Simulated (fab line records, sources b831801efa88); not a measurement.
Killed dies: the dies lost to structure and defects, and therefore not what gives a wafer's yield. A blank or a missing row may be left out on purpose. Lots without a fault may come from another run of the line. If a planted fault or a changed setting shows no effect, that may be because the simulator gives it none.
Chamber matching ; flow gf180mcu ; rieSi-01 running GF_STI_ETCH_14: 4 sister chambers
The step etches Si in HBr/Cl2/O2, target depth 360 nm, time 102.9 s. 8 wafers are shown with their chamber, then 8 later ones without.

== WAFERS PAIRED WITH THEIR CHAMBERS ==
wafer;chamber;runLengthS (s);oesProductAu (a.u.)
L689.2;3;130.8;1.000
L690.2;2;132.0;0.993
L690.3;3;130.9;1.001
L691.1;2;132.0;0.995
L691.5;0;131.1;0.997
L697.2;0;131.2;0.988
L697.6;1;130.5;1.000
L702.3;1;130.7;1.000

== WAFERS WHOSE CHAMBER IS MISSING ==
wafer;runLengthS (s);oesProductAu (a.u.)
L702.5;131.0;0.998
L702.6;130.6;0.999
L703.1;131.7;0.998
L703.3;131.4;0.994
L703.4;131.2;0.996
L705.1;131.3;0.999
L705.3;130.6;0.993
L705.6;131.9;0.996

== CHAMBER TAKEN BY EACH ==
wafer;from the rows above;in truth
L702.5;can't be placed: 3 or 0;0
L702.6;1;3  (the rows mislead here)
L703.1;2;2
L703.3;0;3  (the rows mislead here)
L703.4;0;0
L705.1;0;0
L705.3;can't be placed: 1 or 3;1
L705.6;2;2
Correctly placed: 4 of 8. Not placeable from these rows: 2 (in 2, the candidates include the true chamber). Placed wrongly: 2.
How it was worked out, from the rows above alone: a wafer's distance from a chamber is the root of the sum, over the readings, of the square of ((its reading less the chamber's mean) divided by the reading's scatter). If the next closest chamber is less than 2 further off than the closest, the wafer can't be placed; otherwise it belongs to the closest. For every chamber, the mean is computed from those of its wafers that are shown. The scatter: take each reading less its chamber's mean, square it, sum over the shown wafers, divide by the number of wafers less the number of chambers, and take the root.
